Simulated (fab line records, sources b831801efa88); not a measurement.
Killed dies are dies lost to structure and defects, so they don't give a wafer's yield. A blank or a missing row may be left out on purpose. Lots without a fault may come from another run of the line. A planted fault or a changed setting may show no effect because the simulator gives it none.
Which tool did it? | flow sky130 | 24 lots, 72 wafers sampled, at 6 steps of a route of 708

WHAT THE GAUGES READ, wafer by wafer
SKY_PWDE_OVL_MEAS_07. Usual: PWDE_OVL 0.1 nm, standard deviation 1.4.
lot  | measured    | on         | PWDE_OVL (nm)  | flag
L074 | day 4 06:23 | overlay-02 | -0.5 0.2 0.2   |
L075 | day 4 12:14 | overlay-01 | -1.3 -1.0 -1.4 |
L076 | day 4 12:35 | overlay-02 | 0.0 -0.7 0.5   |
L077 | day 4 18:59 | overlay-02 | 2.6 1.0 2.0    |
L078 | day 4 22:47 | overlay-01 | 0.9 1.0 0.9    |
L079 | day 5 01:58 | overlay-01 | 0.9 0.1 1.2    |
L080 | day 5 06:47 | overlay-02 | -3.3 -3.1 -3.2 |
L081 | day 5 12:47 | overlay-02 | 0.9 2.0 1.3    |
L083 | day 5 19:41 | overlay-02 | -1.5 -2.9 -2.5 |
L082 | day 5 20:32 | overlay-02 | -0.2 0.0 -1.6  |
L084 | day 6 03:35 | overlay-01 | 0.3 2.0 1.5    |
L085 | day 6 09:13 | overlay-01 | -1.1 -0.1 -1.3 |
L086 | day 6 19:18 | overlay-01 | 2.1 1.6 0.3    |
L087 | day 7 02:50 | overlay-02 | 0.5 0.1 -0.4   |
L088 | day 7 08:38 | overlay-02 | -0.6 -3.2 -0.5 |
L089 | day 7 09:38 | overlay-02 | 0.1 0.8 -0.1   |
L090 | day 7 13:23 | overlay-02 | -1.0 -0.1 -0.1 |
L091 | day 7 19:20 | overlay-02 | 0.4 0.3 -0.6   |
L092 | day 8 07:07 | overlay-01 | 1.8 1.4 0.7    |
L093 | day 8 14:37 | overlay-02 | -0.4 1.2 0.2   |
L094 | day 8 16:32 | overlay-02 | -1.1 -0.3 0.1  |
L095 | day 8 19:53 | overlay-02 | 0.9 -0.3 1.3   |
L096 | day 9 03:34 | overlay-02 | 0.4 0.3 -1.1   |
L097 | day 9 05:31 | overlay-01 | 0.1 2.1 0.8    |

SKY_PASSIVATION_THK_MEAS_01. Usual: PASSIVATION_CVD_00_THK 89.5 nm, standard deviation 1.1.
lot  | measured     | on            | PASSIVATION_CVD_00_THK (nm) | flag
L074 | day 44 11:40 | film_metro-02 | 89.5 90.4 91.6              |
L075 | day 44 22:59 | film_metro-03 | 88.8 90.1 90.5              |
L076 | day 44 20:21 | film_metro-02 | 89.8 88.2 90.4              |
L077 | day 45 04:31 | film_metro-03 | 88.1 90.0 90.0              |
L078 | day 45 08:50 | film_metro-03 | 88.5 90.3 89.8              |
L079 | day 45 12:35 | film_metro-02 | 92.5 88.8 91.0              |
L080 | day 45 15:44 | film_metro-03 | 88.1 87.6 89.1              |
L081 | day 46 05:38 | film_metro-03 | 89.8 90.4 89.5              |
L083 | day 46 09:39 | film_metro-02 | 87.7 88.3 89.9              |
L082 | day 46 14:07 | film_metro-01 | 88.4 89.3 91.0              |
L084 | day 46 17:23 | film_metro-02 | 89.3 90.1 90.7              |
L085 | day 46 20:47 | film_metro-03 | 89.2 89.5 90.8              |
L086 | day 47 10:11 | film_metro-02 | 92.0 89.0 90.1              |
L087 | day 47 18:50 | film_metro-01 | 88.5 87.8 89.5              |
L088 | day 47 23:11 | film_metro-03 | 88.2 91.5 89.6              |
L089 | day 48 02:45 | film_metro-01 | 88.2 89.0 89.7              |
L090 | day 48 04:09 | film_metro-02 | 89.5 90.2 91.2              |
L091 | day 48 13:23 | film_metro-02 | 89.7 93.0 89.4              |
L092 | day 48 20:23 | film_metro-03 | 89.1 88.9 89.4              |
L093 | day 49 04:04 | film_metro-01 | 90.9 88.6 91.2              |
L094 | day 49 06:07 | film_metro-02 | 88.3 90.9 89.4              |
L095 | day 49 09:22 | film_metro-01 | 87.4 89.0 90.2              |
L096 | day 49 13:49 | film_metro-03 | 88.5 88.5 91.7              |
L097 | day 49 15:05 | film_metro-02 | 90.5 88.5 90.2              |

WHICH TOOL RAN EACH LOT (tool, then ch and the chambers of the sampled wafers, then the start)
lot  | SKY_CONTACT_CVD_24            | SKY_METAL1_SPUTTER_04        | SKY_VIA2_CMP_02               | SKY_METAL3_SPUTTER_04
L074 | cvd_w-02 ch 0,1, day 32 09:18 | pvd_sputter-02, day 32 09:59 | cmp-01 ch 0,2, day 35 22:47   | pvd_sputter-04, day 37 02:45
L075 | cvd_w-01 ch 0,1, day 32 23:26 | pvd_sputter-02, day 33 00:10 | cmp-01 ch 2,3, day 36 11:37   | pvd_sputter-03, day 37 15:26
L076 | cvd_w-02 ch 0,1, day 32 17:42 | pvd_sputter-02, day 32 18:23 | cmp-02 ch 1,2,3, day 36 06:36 | pvd_sputter-02, day 37 11:02
L077 | cvd_w-02 ch 0,1, day 33 04:23 | pvd_sputter-04, day 33 05:02 | cmp-02 ch 0,1,3, day 36 15:37 | pvd_sputter-03, day 37 19:25
L078 | cvd_w-02 ch 0,1, day 33 12:25 | pvd_sputter-03, day 33 13:04 | cmp-02 ch 0,3, day 37 00:32   | pvd_sputter-03, day 38 04:16
L079 | cvd_w-02 ch 0, day 33 14:45   | pvd_sputter-04, day 33 15:26 | cmp-01 ch 0,2,3, day 37 03:17 | pvd_sputter-04, day 38 07:37
L080 | cvd_w-02 ch 0,1, day 33 21:06 | pvd_sputter-02, day 33 21:47 | cmp-02 ch 0,2,3, day 37 08:08 | pvd_sputter-03, day 38 11:38
L081 | cvd_w-01 ch 0,1, day 34 11:57 | pvd_sputter-03, day 34 12:38 | cmp-01 ch 0,2,3, day 37 23:25 | pvd_sputter-04, day 39 02:26
L083 | cvd_w-02 ch 0,1, day 34 19:38 | pvd_sputter-02, day 34 20:28 | cmp-01 ch 0,1,2, day 38 07:34 | pvd_sputter-03, day 39 09:40
L082 | cvd_w-01 ch 0,1, day 34 21:15 | pvd_sputter-04, day 34 21:56 | cmp-02 ch 0,1,2, day 38 08:22 | pvd_sputter-03, day 39 11:52
L084 | cvd_w-02 ch 0,1, day 35 03:46 | pvd_sputter-04, day 35 04:26 | cmp-01 ch 1,2,3, day 38 15:32 | pvd_sputter-03, day 39 19:10
L085 | cvd_w-02 ch 0,1, day 35 07:10 | pvd_sputter-04, day 35 07:51 | cmp-01 ch 1,2,3, day 38 17:13 | pvd_sputter-03, day 39 20:53
L086 | cvd_w-02 ch 0,1, day 36 00:29 | pvd_sputter-04, day 36 01:08 | cmp-02 ch 0,2,3, day 39 11:08 | pvd_sputter-02, day 40 13:54
L087 | cvd_w-01 ch 0,1, day 36 11:11 | pvd_sputter-03, day 36 11:52 | cmp-01 ch 0,2,3, day 39 21:19 | pvd_sputter-02, day 40 23:32
L088 | cvd_w-01 ch 0,1, day 36 18:02 | pvd_sputter-04, day 36 18:44 | cmp-02 ch 0,1,3, day 40 03:45 | pvd_sputter-04, day 41 06:14
L089 | cvd_w-02 ch 0,1, day 36 22:27 | pvd_sputter-02, day 36 23:06 | cmp-02 ch 0,2,3, day 40 07:56 | pvd_sputter-03, day 41 09:39
L090 | cvd_w-01 ch 0,1, day 36 22:56 | pvd_sputter-04, day 36 23:37 | cmp-01 ch 0,1,2, day 40 08:56 | pvd_sputter-04, day 41 11:10
L091 | cvd_w-01 ch 0,1, day 37 10:29 | pvd_sputter-04, day 37 11:08 | cmp-02 ch 1,2,3, day 40 19:30 | pvd_sputter-04, day 41 21:29
L092 | cvd_w-01 ch 0,1, day 37 20:38 | pvd_sputter-04, day 37 21:19 | cmp-01 ch 1,3, day 41 04:35   | pvd_sputter-02, day 42 06:30
L093 | cvd_w-02 ch 0,1, day 38 07:05 | pvd_sputter-03, day 38 07:46 | cmp-02 ch 0,1,2, day 41 14:36 | pvd_sputter-04, day 42 15:44
L094 | cvd_w-01 ch 0,1, day 38 11:41 | pvd_sputter-04, day 38 12:22 | cmp-02 ch 0,1, day 41 19:46   | pvd_sputter-04, day 42 20:35
L095 | cvd_w-01 ch 0,1, day 38 15:47 | pvd_sputter-03, day 38 16:28 | cmp-02 ch 0,1,3, day 41 21:58 | pvd_sputter-03, day 43 00:11
L096 | cvd_w-01 ch 0,1, day 38 20:28 | pvd_sputter-04, day 38 21:09 | cmp-01 ch 0,2,3, day 42 02:57 | pvd_sputter-03, day 43 04:01
L097 | cvd_w-01 ch 0,1, day 38 21:02 | pvd_sputter-03, day 38 21:43 | cmp-02 ch 0,1,2, day 42 04:24 | pvd_sputter-02, day 43 06:04
- SKY_CONTACT_CVD_24: deposits W, target thk 340 nm, time 102.12 s.
- SKY_METAL1_SPUTTER_04: material TiN, target thk 70 nm, time 58.3 s.
- SKY_VIA2_CMP_02: polishes SiO2.
- SKY_METAL3_SPUTTER_04: material TiN, target thk 70 nm, time 58.3 s.

WHAT THE TOOLS THEMSELVES READ (means of the sampled wafers that have a number; where no wafer has one, the mark that the record gives instead)
SKY_CONTACT_CVD_24. Usual: heater_power_w 875 W, standard deviation 72.
lot  | tool     | heater_power_w (W) | flag
L074 | cvd_w-02 | 805                |
L075 | cvd_w-01 | 918                |
L076 | cvd_w-02 | 860                |
L077 | cvd_w-02 | 866                |
L078 | cvd_w-02 | 870                |
L079 | cvd_w-02 | 917                |
L080 | cvd_w-02 | 857                |
L081 | cvd_w-01 | 909                |
L083 | cvd_w-02 | 865                |
L082 | cvd_w-01 | 895                |
L084 | cvd_w-02 | 811                |
L085 | cvd_w-02 | 856                |
L086 | cvd_w-02 | 808                |
L087 | cvd_w-01 | 900                |
L088 | cvd_w-01 | 900                |
L089 | cvd_w-02 | 812                |
L090 | cvd_w-01 | 928                |
L091 | cvd_w-01 | 930                |
L092 | cvd_w-01 | 919                |
L093 | cvd_w-02 | 867                |
L094 | cvd_w-01 | 919                |
L095 | cvd_w-01 | 913                |
L096 | cvd_w-01 | 919                |
L097 | cvd_w-01 | 919                |

SKY_METAL1_SPUTTER_04. Usual: cathode_dc_power_W 6500.3 W, standard deviation 1.2; chamber_pressure_pa 0.4000 Pa, standard deviation 0.00087; throttle_valve_pct 30.1 %, standard deviation 1.4.
lot  | tool           | cathode_dc_power_W (W) | chamber_pressure_pa (Pa) | throttle_valve_pct (%) | flag
L074 | pvd_sputter-02 | 6500.4                 | 0.4008                   | 29.4                   |
L075 | pvd_sputter-02 | 6501.2                 | 0.4009                   | 29.9                   |
L076 | pvd_sputter-02 | 6500.0                 | 0.3997                   | 29.7                   |
L077 | pvd_sputter-04 | 6500.3                 | 0.4001                   | 29.5                   |
L078 | pvd_sputter-03 | 6501.8                 | 0.4006                   | 29.7                   |
L079 | pvd_sputter-04 | 6500.4                 | 0.3994                   | 32.0                   |
L080 | pvd_sputter-02 | 6500.7                 | 0.4009                   | 29.8                   |
L081 | pvd_sputter-03 | 6500.8                 | 0.3992                   | 30.2                   |
L083 | pvd_sputter-02 | 6499.4                 | 0.4000                   | 29.4                   |
L082 | pvd_sputter-04 | 6501.1                 | 0.3990                   | 31.2                   |
L084 | pvd_sputter-04 | 6500.5                 | 0.4005                   | 29.7                   |
L085 | pvd_sputter-04 | 6499.6                 | 0.4006                   | 31.6                   |
L086 | pvd_sputter-04 | 6499.0                 | 0.3996                   | 30.6                   |
L087 | pvd_sputter-03 | 6501.2                 | 0.4004                   | 29.5                   |
L088 | pvd_sputter-04 | 6500.9                 | 0.3999                   | 31.1                   |
L089 | pvd_sputter-02 | 6501.7                 | 0.3989                   | 29.9                   |
L090 | pvd_sputter-04 | 6500.5                 | 0.4001                   | 30.5                   |
L091 | pvd_sputter-04 | 6500.5                 | 0.4002                   | 29.8                   |
L092 | pvd_sputter-04 | 6499.9                 | 0.3998                   | 30.5                   |
L093 | pvd_sputter-03 | 6500.4                 | 0.4000                   | 28.6                   |
L094 | pvd_sputter-04 | 6500.4                 | 0.4005                   | 30.4                   |
L095 | pvd_sputter-03 | 6500.8                 | 0.4003                   | 28.9                   |
L096 | pvd_sputter-04 | 6498.6                 | 0.4001                   | 30.6                   |
L097 | pvd_sputter-03 | 6501.4                 | 0.3996                   | 29.1                   |

SKY_VIA2_CMP_02. Usual: motor_current_A 11.7 A, standard deviation 1.8.
lot  | tool   | motor_current_A (A) | flag
L074 | cmp-01 | 11.8                |
L075 | cmp-01 | 10.0                |
L076 | cmp-02 | 11.8                |
L077 | cmp-02 | 12.6                |
L078 | cmp-02 | 12.8                |
L079 | cmp-01 | 11.0                |
L080 | cmp-02 | 11.8                |
L081 | cmp-01 | 10.8                |
L083 | cmp-01 | 10.9                |
L082 | cmp-02 | 13.3                |
L084 | cmp-01 | 10.2                |
L085 | cmp-01 | 10.4                |
L086 | cmp-02 | 12.0                |
L087 | cmp-01 | 10.7                |
L088 | cmp-02 | 12.8                |
L089 | cmp-02 | 11.6                |
L090 | cmp-01 | 11.5                |
L091 | cmp-02 | 11.6                |
L092 | cmp-01 | 10.7                |
L093 | cmp-02 | 13.4                |
L094 | cmp-02 | 14.4                |
L095 | cmp-02 | 12.7                |
L096 | cmp-01 | 11.0                |
L097 | cmp-02 | 13.0                |

SKY_METAL3_SPUTTER_04. Usual: cathode_dc_power_W 6499.9 W, standard deviation 1.3; chamber_pressure_pa 0.4000 Pa, standard deviation 0.00079; throttle_valve_pct 30.0 %, standard deviation 1.4.
lot  | tool           | cathode_dc_power_W (W) | chamber_pressure_pa (Pa) | throttle_valve_pct (%) | flag
L074 | pvd_sputter-04 | 6499.7                 | 0.4002                   | 31.6                   |
L075 | pvd_sputter-03 | 6499.0                 | 0.3995                   | 30.5                   |
L076 | pvd_sputter-02 | 6500.4                 | 0.3992                   | 29.3                   |
L077 | pvd_sputter-03 | 6498.4                 | 0.4007                   | 28.2                   |
L078 | pvd_sputter-03 | 6499.7                 | 0.4002                   | 29.7                   |
L079 | pvd_sputter-04 | 6498.8                 | 0.3990                   | 30.2                   |
L080 | pvd_sputter-03 | 6500.1                 | 0.4000                   | 30.6                   |
L081 | pvd_sputter-04 | 6500.2                 | 0.3996                   | 30.1                   |
L083 | pvd_sputter-03 | 6500.4                 | 0.4001                   | 29.8                   |
L082 | pvd_sputter-03 | 6499.6                 | 0.3997                   | 30.3                   |
L084 | pvd_sputter-03 | 6500.3                 | 0.3999                   | 29.0                   |
L085 | pvd_sputter-03 | 6500.0                 | 0.4002                   | 29.3                   |
L086 | pvd_sputter-02 | 6499.6                 | 0.4003                   | 29.7                   |
L087 | pvd_sputter-02 | 6499.8                 | 0.3997                   | 29.6                   |
L088 | pvd_sputter-04 | 6500.1                 | 0.4004                   | 29.0                   |
L089 | pvd_sputter-03 | 6500.3                 | 0.4002                   | 29.1                   |
L090 | pvd_sputter-04 | 6499.7                 | 0.4005                   | 31.2                   |
L091 | pvd_sputter-04 | 6500.3                 | 0.4002                   | 31.3                   |
L092 | pvd_sputter-02 | 6501.0                 | 0.3995                   | 29.6                   |
L093 | pvd_sputter-04 | 6499.8                 | 0.4002                   | 31.5                   |
L094 | pvd_sputter-04 | 6499.6                 | 0.3998                   | 31.3                   |
L095 | pvd_sputter-03 | 6500.3                 | 0.3995                   | 28.9                   |
L096 | pvd_sputter-03 | 6500.5                 | 0.4006                   | 29.4                   |
L097 | pvd_sputter-02 | 6501.0                 | 0.4012                   | 29.4                   |

THE ANSWER, worked out from the rows above alone
Rule: a lot is off if the mean of its wafers that have a number lies more than 3 standard deviations from the usual mean. A lot without any number at a reading at which 4 lots or more have one is off too. The other lots that the step has rows for count as sound. The gauges are gone through in route order, then the tools' own readings, and for those a lot's mean is taken as printed above. The first step at which some lot is off is used, and at that step the reading that is off furthest; a lot without a number counts as furthest.
No lot is off at any reading shown: from this, nothing can be told.

WHAT THE SIMULATOR HAD PUT IN
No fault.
